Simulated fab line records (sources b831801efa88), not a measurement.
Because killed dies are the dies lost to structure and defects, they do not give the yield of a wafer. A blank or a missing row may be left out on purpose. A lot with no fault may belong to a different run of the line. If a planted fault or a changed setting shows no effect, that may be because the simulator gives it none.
Matching of chambers | flow sky130 | cmp-02 running SKY_CONTACT_CMP_04: 4 sister chambers
The step polishes SiO2. 22 wafers are shown with their chamber, then 11 later ones without.

== WAFERS PAIRED WITH THEIR CHAMBERS ==
wafer  | chamber | motorCurrentA (A) | timeToEndpointS (s) | edgeZonePressureFrac
L079.1 | 2       | 13.7              | 80                  | 0.995
L079.5 | 0       | 11.4              | 77                  | 1.006
L079.6 | 1       | 11.4              | 78                  | 1.004
L080.1 | 3       | 13.5              | 87                  | 1.005
L080.5 | 0       | 11.2              | 81                  | 1.010
L080.6 | 3       | 14.1              | 89                  | 1.003
L078.2 | 0       | 11.4              | 77                  | 1.001
L078.4 | 2       | 13.7              | 80                  | 1.000
L078.5 | 1       | 11.6              | 81                  | 1.009
L084.1 | 0       | 11.4              | 83                  | 0.996
L084.5 | 0       | 11.4              | 78                  | 0.998
L084.6 | 3       | 14.0              | 83                  | 0.994
L087.2 | 1       | 12.0              | 82                  | 1.001
L087.3 | 3       | 14.0              | 82                  | 1.002
L087.6 | 3       | 13.8              | 80                  | 1.004
L088.1 | 1       | 11.8              | 82                  | 0.995
L088.2 | 3       | 13.5              | 85                  | 1.006
L088.3 | 0       | 11.6              | 81                  | 0.999
L090.1 | 2       | 13.8              | 80                  | 1.007
L090.3 | 0       | 11.4              | 85                  | 0.995
L090.6 | 3       | 12.6              | 83                  | 1.002
L092.2 | 2       | 13.6              | 83                  | 1.001

SIGNATURES (averages over the wafers above)
reading              | chamber 0 | chamber 1 | chamber 2 | chamber 3 | scatter within a chamber
motorCurrentA        | 11.400    | 11.700    | 13.700    | 13.643    | 0.326
timeToEndpointS      | 80.29     | 80.75     | 80.75     | 84.14     | 2.71
edgeZonePressureFrac | 1.00071   | 1.00225   | 1.00075   | 1.00229   | 0.00499
Rule: a wafer lies at a distance from a chamber equal to the root of the sum of squares, over the readings, of (its reading less the chamber's mean, divided by the reading's scatter). The wafer belongs to the nearest chamber; if the next one is less than 2 further off, it can't be placed. The scatter: the root of (the sum of the squares of (reading less its chamber's mean) over the shown wafers, divided by (wafers less chambers)).

== WAFERS WHOSE CHAMBER IS MISSING ==
wafer  | motorCurrentA (A) | timeToEndpointS (s) | edgeZonePressureFrac
L092.5 | 12.1              | 87                  | 1.001
L092.6 | 12.9              | 82                  | 0.999
L094.1 | 11.6              | 86                  | 0.998
L094.4 | 12.9              | 83                  | 0.999
L094.5 | 14.8              | 83                  | 1.004
L095.1 | 10.8              | 84                  | 1.000
L095.5 | 13.3              | 86                  | 1.001
L095.6 | 11.4              | 88                  | 1.004
L096.2 | 11.7              | 85                  | 1.004
L096.4 | 11.8              | 87                  | 1.005
L096.5 | 11.8              | 82                  | 1.000

== THE CHAMBER EACH PASSED THROUGH ==
wafer  | from the rows above          | in truth
L092.5 | can't be placed: 1 or 0      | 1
L092.6 | can't be placed: 3 or 2 or 1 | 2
L094.1 | can't be placed: 1 or 0      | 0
L094.4 | can't be placed: 3 or 2 or 1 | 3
L094.5 | can't be placed: 2 or 3      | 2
L095.1 | can't be placed: 0 or 1      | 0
L095.5 | can't be placed: 3 or 2      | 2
L095.6 | can't be placed: 1 or 0      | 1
L096.2 | can't be placed: 1 or 0      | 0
L096.4 | can't be placed: 1 or 0      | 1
L096.5 | can't be placed: 1 or 0      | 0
0 of 11 placed correctly. Can't be placed from these rows: 11 (the true chamber is among the candidates in 11). 0 placed wrongly.
